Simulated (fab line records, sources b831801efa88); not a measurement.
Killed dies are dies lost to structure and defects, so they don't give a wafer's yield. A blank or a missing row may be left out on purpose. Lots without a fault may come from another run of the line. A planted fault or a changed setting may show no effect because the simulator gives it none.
A struck lot beside a sound one | flow gf180mcu | 14 steps out of a route of 602
Sound: wafers L557.3, L557.5, L557.6. Struck: wafers L574.2, L574.5, L574.6. The cause comes at the end.
At each step with rows: each side's tool, then ch and its chambers, then its first start. Under that, the readings that differ: sound wafers | struck wafers | difference of the means | sigmas: that difference in standard deviations of wafers without a fault.
alike: readings whose means differ by less than 2 such deviations, and words and numbers that are the same on both sides. not compared: withheld readings, readings that some wafer has no value for, bounds like >300 that may hide the same value, and numbers for which the record gives no deviation and whose values overlap.
The two part at a step that has a row with sigmas, a row that says differs or no value, or rows on one side only. Numbers that don't overlap but have no deviation are shown without sigmas and don't part them. A reading that every wafer of one side lacks parts them only if that side has two wafers or more.

GF_CONTACT_OVL_MEAS_15:
  sound on overlay-01, day 16 00:20; struck on overlay-01, day 22 09:10
  alike: CONTACT_OVL
GF_CONTACT_ETCH_16: etches BARC in N2/H2.
  sound on rie_diel-01 ch 1,2,3, day 16 00:22; struck on rie_diel-02 ch 0,2,3, day 22 09:11
  alike: drypump_motor_current_A, h2_flow_sccm, oes_product_au, throttle_valve_pct
GF_CONTACT_ETCH_17: etches SiO2 in C4F8/O2/Ar, stops on CoSi2, target depth 860 nm.
  sound on rie_diel-01 ch 1,2,3; struck on rie_diel-02 ch 0,2,3
  alike: oes_product_au
GF_CONTACT_STRIP_18: strips in O2/N2.
  sound on plasma_asher-01 ch 0,1, day 16 00:34; struck on plasma_asher-02 ch 0,1, day 22 09:21
  alike: drypump_motor_current_A, heater_power_w, oes_product_au
  not compared: rf_hours_counter_h
then, 3 steps without rows for these wafers: GF_CONTACT_CLEAN_19 (cleans in SPM); GF_CONTACT_CLEAN_20 (cleans in DIW); GF_CONTACT_CLEAN_21 (cleans in dHF, time 20 s).
GF_CONTACT_SPUTTER_22: material Ti, target thk 15 nm, time 80.02 s.
  sound on pvd_sputter-01, day 16 00:55; struck on pvd_sputter-01, day 22 09:39
  alike: chamber_pressure_pa, throttle_valve_pct
then, 1 step without rows for these wafers: GF_CONTACT_SPUTTER_23 (material TiN, target thk 10 nm, time 40 s).
GF_CONTACT_CVD_24: deposits W, target thk 300 nm, time 90.339 s.
  sound on cvd_w-02 ch 0,1, day 16 01:03; struck on cvd_w-01 ch 0,1, day 22 09:45
  alike: heater_power_w
GF_CONTACT_RS_MEAS_25: measures by four-point-probe.
  sound on film_metro-04, day 16 01:09; struck on film_metro-04, day 22 09:52
  alike: CONTACT_W_RS
GF_CONTACT_THK_MEAS_26: measures by xrf.
  sound on film_metro-04, day 16 01:15; struck on film_metro-04, day 22 09:59
  alike: CONTACT_W_THK
GF_CONTACT_CMP_27: polishes, stops on SiO2, t overpolish 15 s, target thk 0 nm.
  sound on cmp-02 ch 0,1, day 16 01:20; struck on cmp-01 ch 0,1,2, day 22 10:11
  no value came back on the struck wafers for any of 5 readings (edge_zone_pressure_frac, head_pressure_psi (psi) and others); on the sound wafers edge_zone_pressure_frac reads 0.997 1.004 0.997
  reading                                  | sound             | struck            | difference | sigmas
  model.W_of_CONTACT_CVD_24.thk_nm (nm)    | 0 0 0             | 300.6 303.7 301.1 | +301.8     |
  model.SiO2_of_CONTACT_CVD_02.thk_nm (nm) | 555.1 555.3 554.7 | 556.7 556.8 557.2 | +1.9       |
-- the record jumps here: 11 days lie between the struck wafers' starts before and after (it left off in module CONTACT and takes up again in module PASSIVATION, whose first step shown is number 602 of the route) --
GF_PASSIVATION_PROBE_99:
  the record has rows for the struck wafers here (prober-01, day 33 18:16) and none for the sound ones

WHERE THEY PART
First at GF_CONTACT_CMP_27; last, within this record, at GF_PASSIVATION_PROBE_99.

WHY: what the simulator had put in
Skipped step whole: cmp-01, from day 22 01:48 on, at GF_CONTACT_CMP_27. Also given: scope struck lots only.
